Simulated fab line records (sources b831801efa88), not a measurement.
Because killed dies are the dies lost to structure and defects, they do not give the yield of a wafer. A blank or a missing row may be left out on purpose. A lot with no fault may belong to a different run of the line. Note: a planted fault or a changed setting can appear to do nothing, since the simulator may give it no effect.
Struck lot and sound lot, side by side	flow gf180mcu	14 out of 602 route steps
Sound: the wafers L633.2, L633.3, L633.6. Wafers L646.1, L646.3, L646.4 were the ones struck. The cause comes at the end.
For every step that has rows: the tool of each side, followed by ch and its chambers, followed by its first start. Under that, the readings that differ: sound wafers	struck wafers	difference of the means	sigmas: that difference in standard deviations of wafers without a fault.
alike: words and numbers the same on both sides, and readings whose means are apart by under 2 such deviations; not compared: readings that were withheld, readings missing a value for some wafer, numbers with overlapping values and no deviation given by the record, and bounds like >300 which may hide the same value.
A row with sigmas, a row that says differs or no value, or rows on one side alone: a step with any of these is where the two part. When numbers do not overlap yet have no deviation, they are printed without sigmas and do not part them. A reading missing from all wafers of one side parts the sides only when that side holds two or more wafers.

GF_V4_THK_MEAS_01:
  sound on film_metro-02 at day 24 04:30; struck on film_metro-02 at day 28 14:38
  alike: V4_CVD_00_THK
GF_V4_CVD_02: deposits SiO2 from TEOS, target thk 850 nm, time 94.851 s.
  sound on pecvd-01 ch 0,1, day 24 04:33; struck on pecvd-02 ch 1,2, day 28 14:42
reading	sound	struck	difference	sigmas
heater_power_w (W)	733 520 820	552 447 341	-244	-2
GF_V4_THK_MEAS_03:
  sound on film_metro-01 at day 24 04:40; struck on film_metro-03 at day 28 14:46
  alike: V4_CVD_02_THK
GF_V4_CMP_04: polishes SiO2.
  sound on cmp-02 ch 2,3, day 24 04:46; struck on cmp-02 ch 1,2,3, day 28 14:50
  alike: motor_current_A, time_to_endpoint_s
GF_V4_BOW_MEAS_05:
  sound on film_metro-01 at day 24 05:02; struck on film_metro-01 at day 28 15:08
  alike: V4_BOW
then, 7 steps without rows for these wafers: GF_V4_DEHYDRATE_06 (time 60 s); GF_V4_HMDS_07 (prime time 60 s); GF_V4_COAT_08; GF_V4_COAT_09 (resist thk 1000 nm); GF_V4_SOFTBAKE_10 (time 60 s); GF_V4_EXPOSE_11 (exposes mask Via4, target cd 260 nm); GF_V4_PEB_12 (peb time 90 s).
GF_V4_DEVELOP_13: develop time 60 s.
  sound on litho_track-02 ch 0, day 25 03:05; struck on litho_track-01, day 29 10:10
  no value came back on the struck wafers for chill_plate_temp_C (C), develop_time_s (s); on the sound wafers chill_plate_temp_C (C) reads 22.99 22.88 22.92
reading	sound	struck	difference	sigmas
model.KrF_of_V4_COAT_09.thk_nm (nm)	986.8 986.3 990.7	1001 1002 1000	+13	
GF_V4_CD_MEAS_14 targets a cd of 260 nm.
  sound on cd_sem-02 at day 25 03:13; struck on cd_sem-02 at day 29 10:19
reading	sound	struck	difference	sigmas
cd_nm (nm)	259.1 259.8 259.7	- - -	no value on the struck wafers	

== WHERE THEY PART ==
Last at GF_V4_CD_MEAS_14 as far as this record goes, first at GF_V4_CVD_02.

WHY: what the simulator had put in
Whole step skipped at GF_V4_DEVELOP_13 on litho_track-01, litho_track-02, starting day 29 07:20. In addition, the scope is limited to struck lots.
